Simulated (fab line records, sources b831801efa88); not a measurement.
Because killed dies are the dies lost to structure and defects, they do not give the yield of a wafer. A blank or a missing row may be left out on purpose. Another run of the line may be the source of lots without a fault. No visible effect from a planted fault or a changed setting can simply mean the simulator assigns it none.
Chamber matching -- flow gf180mcu -- pecvd-03 running GF_V3_CVD_02: 3 sister chambers
The step deposits SiO2 from TEOS, target thk 850 nm, time 94.851 s. 6 wafers are shown with their chamber, then 9 later ones without.

## EACH WAFER AND ITS CHAMBER
wafer,chamber,heater-power-w (W)
L176.3,1,670
L180.4,2,670
L180.6,0,611
L181.2,2,718
L181.3,0,550
L181.6,1,679

## WAFERS WHOSE CHAMBER IS MISSING
wafer,heater-power-w (W)
L182.4,668
L182.5,587
L182.6,860
L187.1,788
L187.6,818
L188.1,827
L188.4,631
L189.3,596
L189.4,631

## THE CHAMBER EACH PASSED THROUGH
wafer,from the rows above,in truth
L182.4,can't be placed: 1 or 2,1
L182.5,0,0
L182.6,can't be placed: 2 or 1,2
L187.1,can't be placed: 2 or 1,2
L187.6,can't be placed: 2 or 1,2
L188.1,can't be placed: 2 or 1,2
L188.4,can't be placed: 1 or 0 or 2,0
L189.3,can't be placed: 0 or 1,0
L189.4,can't be placed: 1 or 0 or 2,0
Correct placement for 1 of the 9. Cannot be placed on the basis of these rows: 8; the candidates contain the true chamber in 8. 0 placed wrongly.
How it was worked out, from the rows above alone: a wafer's distance from a chamber is the root of the sum, over the readings, of the square of ((its reading less the chamber's mean) divided by the reading's scatter). The wafer belongs to the nearest chamber; if the next one is less than 2 further off, it can't be placed. Each chamber's mean is taken over the wafers shown for it. The scatter: take each reading less its chamber's mean, square it, sum over the shown wafers, divide by the number of wafers less the number of chambers, and take the root.
